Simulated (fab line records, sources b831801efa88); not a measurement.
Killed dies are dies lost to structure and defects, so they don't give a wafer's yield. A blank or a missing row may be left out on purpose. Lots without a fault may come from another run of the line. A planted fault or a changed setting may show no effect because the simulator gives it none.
A struck lot beside a sound one | flow sky130 | 23 steps out of a route of 708
Sound: wafers L617.1, L617.2, L617.6. Struck: wafers L634.1, L634.2, L634.4. The cause comes at the end.
At each step with rows: each side's tool, then ch and its chambers, then its first start. Under that, the readings that differ: sound wafers | struck wafers | difference of the means | sigmas: that difference in standard deviations of wafers without a fault.
alike: readings whose means differ by less than 2 such deviations, and words and numbers that are the same on both sides. not compared: withheld readings, readings that some wafer has no value for, bounds like >300 that may hide the same value, and numbers for which the record gives no deviation and whose values overlap.
The two part at a step that has a row with sigmas, a row that says differs or no value, or rows on one side only. Numbers that don't overlap but have no deviation are shown without sigmas and don't part them. A reading that every wafer of one side lacks parts them only if that side has two wafers or more.

first, 5 steps without rows for these wafers: SKY_VT_ADJUST_NCORE_COAT_02 (resist thk 1140 nm); SKY_VT_ADJUST_NCORE_SOFTBAKE_03 (time 60 s); SKY_VT_ADJUST_NCORE_EXPOSE_04 (exposes mask LVTN COMPLEMENT THIN, target cd 380 nm); SKY_VT_ADJUST_NCORE_PEB_05; SKY_VT_ADJUST_NCORE_DEVELOP_06 (develop time 60 s).
SKY_VT_ADJUST_NCORE_CD_MEAS_07: target cd 380 nm.
  sound on cd_sem-02, day 10 01:42; struck on cd_sem-01, day 15 02:21
  alike: cd_nm
SKY_VT_ADJUST_NCORE_OVL_MEAS_08:
  sound on overlay-01, day 10 01:49; struck on overlay-01, day 15 02:28
  alike: VT_ADJUST_NCORE_OVL
then, 1 step without rows for these wafers: SKY_VT_ADJUST_NCORE_IMPLANT_09.
SKY_VT_ADJUST_NCORE_STRIP_10: strips in O2/N2.
  sound on plasma_asher-02 ch 0,1, day 10 02:00; struck on plasma_asher-01 ch 0,1, day 15 02:39
  alike: drypump_motor_current_A, n2_flow_sccm, oes_product_au, strip_time_to_endpoint_s
  not compared: rf_hours_counter_h
SKY_VT_ADJUST_NCORE_TW_MEAS_11:
  sound on film_metro-01, day 10 02:06; struck on film_metro-03, day 15 02:45
  alike: VT_ADJUST_NCORE_TW
then, 2 steps without rows for these wafers: SKY_VT_ADJUST_HVTR_DEHYDRATE_00 (time 60 s); SKY_VT_ADJUST_HVTR_HMDS_01 (prime time 60 s).
SKY_VT_ADJUST_HVTR_COAT_02: resist thk 1140 nm.
  sound on litho_track-03 ch 0, day 10 13:00; struck on litho_track-04 ch 0, day 15 16:02
  reading                                             | sound                | struck               | difference | sigmas
  spin_speed_rpm (rpm)                                | 2998.3 2999.9 3000.1 | 3454.1 3452.1 3451.9 | +453.3     | +99 or more
  model.NOVOLAK_of_VT_ADJUST_HVTR_COAT_02.thk_nm (nm) | 1141 1141 1140       | 1067 1069 1066       | -73        |
then, 3 steps without rows for these wafers: SKY_VT_ADJUST_HVTR_SOFTBAKE_03 (time 60 s); SKY_VT_ADJUST_HVTR_EXPOSE_04 (exposes mask HVTRM, target cd 380 nm); SKY_VT_ADJUST_HVTR_PEB_05.
SKY_VT_ADJUST_HVTR_DEVELOP_06: develop time 60 s.
  sound on litho_track-03 ch 0, day 10 23:48; struck on litho_track-03 ch 0, day 16 05:48
  reading                                             | sound          | struck         | difference | sigmas
  model.NOVOLAK_of_VT_ADJUST_HVTR_COAT_02.thk_nm (nm) | 1141 1140 1140 | 1066 1068 1066 | -74        |
SKY_VT_ADJUST_HVTR_CD_MEAS_07: target cd 380 nm.
  sound on cd_sem-01, day 10 23:57; struck on cd_sem-01, day 16 05:57
  reading    | sound             | struck            | difference | sigmas
  cd_nm (nm) | 379.0 382.4 380.7 | 387.3 387.0 388.5 | +6.9       | +3
SKY_VT_ADJUST_HVTR_OVL_MEAS_08:
  sound on overlay-02, day 11 00:04; struck on overlay-01, day 16 06:04
  alike: VT_ADJUST_HVTR_OVL
then, 1 step without rows for these wafers: SKY_VT_ADJUST_HVTR_IMPLANT_09.
SKY_VT_ADJUST_HVTR_STRIP_10: strips in O2/N2.
  sound on plasma_asher-04 ch 0,1, day 11 00:15; struck on plasma_asher-04 ch 0,1, day 16 06:15
  reading                      | sound             | struck            | difference | sigmas
  strip_time_to_endpoint_s (s) | 14.19 14.18 14.18 | 13.32 13.35 13.30 | -0.86      | -21
  alike: drypump_motor_current_A, n2_flow_sccm, oes_product_au
  not compared: rf_hours_counter_h
SKY_VT_ADJUST_HVTR_TW_MEAS_11:
  sound on film_metro-01, day 11 00:21; struck on film_metro-02, day 16 06:21
  alike: VT_ADJUST_HVTR_TW
then, 1 step without rows for these wafers: SKY_PAD_OPEN_PROBE_99.

WHERE THEY PART
First at SKY_VT_ADJUST_HVTR_COAT_02; last, within this record, at SKY_VT_ADJUST_HVTR_STRIP_10. Later steps at which nothing parts them and some readings are alike: SKY_VT_ADJUST_HVTR_TW_MEAS_11.

WHY: what the simulator had put in
Process parameter drift: litho_track-04, from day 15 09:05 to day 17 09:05, at SKY_VT_ADJUST_HVTR_COAT_02. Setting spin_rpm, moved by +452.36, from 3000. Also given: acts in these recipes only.
